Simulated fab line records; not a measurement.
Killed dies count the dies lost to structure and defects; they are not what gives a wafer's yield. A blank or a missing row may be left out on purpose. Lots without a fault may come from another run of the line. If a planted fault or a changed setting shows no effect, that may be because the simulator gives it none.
Which tool was responsible? || flow sky130 || 11 lots with 33 wafers sampled at 4 steps, on a route of 708 steps

== WHAT EACH GAUGE READ, for each wafer ==
SKY_CONTACT_THK_MEAS_01.
{"lot": "L670", "measured": "day 30 18:09", "on": "film_metro-01", "CONTACT_CVD_00_THK (nm)": "74.8 73.4 75.5"}
{"lot": "L671", "measured": "day 31 01:29", "on": "film_metro-03", "CONTACT_CVD_00_THK (nm)": "72.5 72.6 74.3"}
{"lot": "L672", "measured": "day 32 04:27", "on": "film_metro-04", "CONTACT_CVD_00_THK (nm)": "74.4 76.6 76.0"}
{"lot": "L673", "measured": "day 32 12:41", "on": "film_metro-01", "CONTACT_CVD_00_THK (nm)": "73.4 73.9 76.1"}
{"lot": "L676", "measured": "day 32 23:58", "on": "film_metro-03", "CONTACT_CVD_00_THK (nm)": "73.7 74.2 73.9"}
{"lot": "L677", "measured": "day 33 10:15", "on": "film_metro-04", "CONTACT_CVD_00_THK (nm)": "74.7 75.1 76.6"}
{"lot": "L678", "measured": "day 33 18:04", "on": "film_metro-04", "CONTACT_CVD_00_THK (nm)": "75.0 77.1 77.1"}
{"lot": "L683", "measured": "day 35 04:17", "on": "film_metro-03", "CONTACT_CVD_00_THK (nm)": "78.6 78.8 80.1"}
{"lot": "L684", "measured": "day 35 08:40", "on": "film_metro-03", "CONTACT_CVD_00_THK (nm)": "72.9 75.1 74.7"}
{"lot": "L685", "measured": "day 35 19:41", "on": "film_metro-03", "CONTACT_CVD_00_THK (nm)": "79.3 79.1 80.9"}
{"lot": "L690", "measured": "day 37 17:33", "on": "film_metro-01", "CONTACT_CVD_00_THK (nm)": "74.5 75.6 75.8"}

== TOOL THAT RAN EACH LOT (tool first, then ch and the chambers of the sampled wafers, then the start) ==
{"lot": "L670", "SKY_LI_CONTACT_CVD_21": "cvd_w-02 ch 0,1, day 29 12:53", "SKY_LI_CONTACT_CMP_24": "cmp-01 ch 1,2,3, day 29 13:11", "SKY_CONTACT_CVD_00": "pecvd-02 ch 0,1,2, day 30 18:07"}
{"lot": "L671", "SKY_LI_CONTACT_CVD_21": "cvd_w-01 ch 0,1, day 29 21:04", "SKY_LI_CONTACT_CMP_24": "cmp-02 ch 1,2,3, day 29 21:22", "SKY_CONTACT_CVD_00": "pecvd-03 ch 0,1, day 31 01:27"}
{"lot": "L672", "SKY_LI_CONTACT_CVD_21": "cvd_w-01 ch 1, day 31 00:31", "SKY_LI_CONTACT_CMP_24": "cmp-01 ch 0,2, day 31 00:52", "SKY_CONTACT_CVD_00": "pecvd-01 ch 1,2, day 32 04:25"}
{"lot": "L673", "SKY_LI_CONTACT_CVD_21": "cvd_w-02 ch 1, day 31 07:38", "SKY_LI_CONTACT_CMP_24": "cmp-01 ch 1,3, day 31 08:04", "SKY_CONTACT_CVD_00": "pecvd-03 ch 1,2, day 32 12:40"}
{"lot": "L676", "SKY_LI_CONTACT_CVD_21": "cvd_w-01 ch 0,1, day 31 18:50", "SKY_LI_CONTACT_CMP_24": "cmp-01 ch 1,3, day 31 19:08", "SKY_CONTACT_CVD_00": "pecvd-03 ch 1,2, day 32 23:56"}
{"lot": "L677", "SKY_LI_CONTACT_CVD_21": "cvd_w-02 ch 0,1, day 32 05:17", "SKY_LI_CONTACT_CMP_24": "cmp-02 ch 0,1, day 32 05:36", "SKY_CONTACT_CVD_00": "pecvd-02 ch 0,1, day 33 10:12"}
{"lot": "L678", "SKY_LI_CONTACT_CVD_21": "cvd_w-01 ch 0,1, day 32 12:52", "SKY_LI_CONTACT_CMP_24": "cmp-02 ch 0,2,3, day 32 13:13", "SKY_CONTACT_CVD_00": "pecvd-01 ch 0,2, day 33 18:00"}
{"lot": "L683", "SKY_LI_CONTACT_CVD_21": "cvd_w-02 ch 0,1, day 34 00:17", "SKY_LI_CONTACT_CMP_24": "cmp-02 ch 1,2,3, day 34 00:39", "SKY_CONTACT_CVD_00": "pecvd-03 ch 0,1,2, day 35 04:14"}
{"lot": "L684", "SKY_LI_CONTACT_CVD_21": "cvd_w-01 ch 0,1, day 34 04:28", "SKY_LI_CONTACT_CMP_24": "cmp-02 ch 0,1,3, day 34 04:52", "SKY_CONTACT_CVD_00": "pecvd-02 ch 0,1,2, day 35 08:38"}
{"lot": "L685", "SKY_LI_CONTACT_CVD_21": "cvd_w-02 ch 0,1, day 34 16:08", "SKY_LI_CONTACT_CMP_24": "cmp-02 ch 1,2,3, day 34 16:26", "SKY_CONTACT_CVD_00": "pecvd-03 ch 0,1, day 35 19:40"}
{"lot": "L690", "SKY_LI_CONTACT_CVD_21": "cvd_w-02 ch 0, day 36 13:48", "SKY_LI_CONTACT_CMP_24": "cmp-02 ch 0,3, day 36 14:14", "SKY_CONTACT_CVD_00": "pecvd-02 ch 0,1, day 37 17:31"}
- SKY_LI_CONTACT_CVD_21: deposits W, target thk 400 nm, time 120.56 s.
- SKY_LI_CONTACT_CMP_24: polishes, stops on PSG, t overpolish 20 s, target thk 0 nm.
- SKY_CONTACT_CVD_00: deposits Si3N4, target thk 75 nm.

== AS READ BY THE TOOLS THEMSELVES (means over the sampled wafers that have a number; for cases with no such wafer, the mark the record gives instead) ==
SKY_LI_CONTACT_CVD_21.
{"lot": "L670", "tool": "cvd_w-02", "heater_power_w (W)": 883}
{"lot": "L671", "tool": "cvd_w-01", "heater_power_w (W)": 813}
{"lot": "L672", "tool": "cvd_w-01", "heater_power_w (W)": 769}
{"lot": "L673", "tool": "cvd_w-02", "heater_power_w (W)": 952}
{"lot": "L676", "tool": "cvd_w-01", "heater_power_w (W)": 809}
{"lot": "L677", "tool": "cvd_w-02", "heater_power_w (W)": 927}
{"lot": "L678", "tool": "cvd_w-01", "heater_power_w (W)": 847}
{"lot": "L683", "tool": "cvd_w-02", "heater_power_w (W)": 889}
{"lot": "L684", "tool": "cvd_w-01", "heater_power_w (W)": 805}
{"lot": "L685", "tool": "cvd_w-02", "heater_power_w (W)": 878}
{"lot": "L690", "tool": "cvd_w-02", "heater_power_w (W)": 844}

SKY_LI_CONTACT_CMP_24.
{"lot": "L670", "tool": "cmp-01", "motor_current_A (A)": 12.1, "overpolish_run_s (s)": 19.994, "time_to_endpoint_s (s)": 101}
{"lot": "L671", "tool": "cmp-02", "motor_current_A (A)": 11.3, "overpolish_run_s (s)": 20.006, "time_to_endpoint_s (s)": 101}
{"lot": "L672", "tool": "cmp-01", "motor_current_A (A)": 12.4, "overpolish_run_s (s)": 19.999, "time_to_endpoint_s (s)": 100}
{"lot": "L673", "tool": "cmp-01", "motor_current_A (A)": 12.5, "overpolish_run_s (s)": 19.999, "time_to_endpoint_s (s)": 99}
{"lot": "L676", "tool": "cmp-01", "motor_current_A (A)": 12.0, "overpolish_run_s (s)": 19.995, "time_to_endpoint_s (s)": 97}
{"lot": "L677", "tool": "cmp-02", "motor_current_A (A)": 11.7, "overpolish_run_s (s)": 20.005, "time_to_endpoint_s (s)": 92}
{"lot": "L678", "tool": "cmp-02", "motor_current_A (A)": 11.5, "overpolish_run_s (s)": 20.000, "time_to_endpoint_s (s)": 96}
{"lot": "L683", "tool": "cmp-02", "motor_current_A (A)": 11.5, "overpolish_run_s (s)": 20.000, "time_to_endpoint_s (s)": 102}
{"lot": "L684", "tool": "cmp-02", "motor_current_A (A)": 11.4, "overpolish_run_s (s)": 20.005, "time_to_endpoint_s (s)": 96}
{"lot": "L685", "tool": "cmp-02", "motor_current_A (A)": 11.7, "overpolish_run_s (s)": 19.990, "time_to_endpoint_s (s)": 96}
{"lot": "L690", "tool": "cmp-02", "motor_current_A (A)": 10.7, "overpolish_run_s (s)": 20.003, "time_to_endpoint_s (s)": 98}

SKY_CONTACT_CVD_00.
{"lot": "L670", "tool": "pecvd-02", "heater_power_w (W)": 680}
{"lot": "L671", "tool": "pecvd-03", "heater_power_w (W)": 701}
{"lot": "L672", "tool": "pecvd-01", "heater_power_w (W)": 558}
{"lot": "L673", "tool": "pecvd-03", "heater_power_w (W)": 730}
{"lot": "L676", "tool": "pecvd-03", "heater_power_w (W)": 792}
{"lot": "L677", "tool": "pecvd-02", "heater_power_w (W)": 655}
{"lot": "L678", "tool": "pecvd-01", "heater_power_w (W)": 690}
{"lot": "L683", "tool": "pecvd-03", "heater_power_w (W)": 702}
{"lot": "L684", "tool": "pecvd-02", "heater_power_w (W)": 662}
{"lot": "L685", "tool": "pecvd-03", "heater_power_w (W)": 730}
{"lot": "L690", "tool": "pecvd-02", "heater_power_w (W)": 719}

== THE ANSWER, worked out from the rows above alone ==
Rule: usual is defined by the lots themselves. Put in order of their means at a reading, lots are off if they are a third of the lots or fewer, leave a main group of 4 or more, and stand apart from it by a gap of 3 or more times the standard deviation of the main group's means; of several such gaps the widest counts. Not used: any main group whose means are identical at the precision the tables above print for the reading. A lot without any number at a reading at which 4 lots or more have one is off too. Where the step has rows for the other lots, those lots are counted as sound. First the gauges in route order, then the tools' own readings, where a lot's mean is used as printed above. At the first step where some lot is off, the reading lying furthest off is the one used; lots without a number count as furthest.
None of the lots is off at any reading shown; this tells nothing.

== WHAT THE SIMULATOR PUT IN ==
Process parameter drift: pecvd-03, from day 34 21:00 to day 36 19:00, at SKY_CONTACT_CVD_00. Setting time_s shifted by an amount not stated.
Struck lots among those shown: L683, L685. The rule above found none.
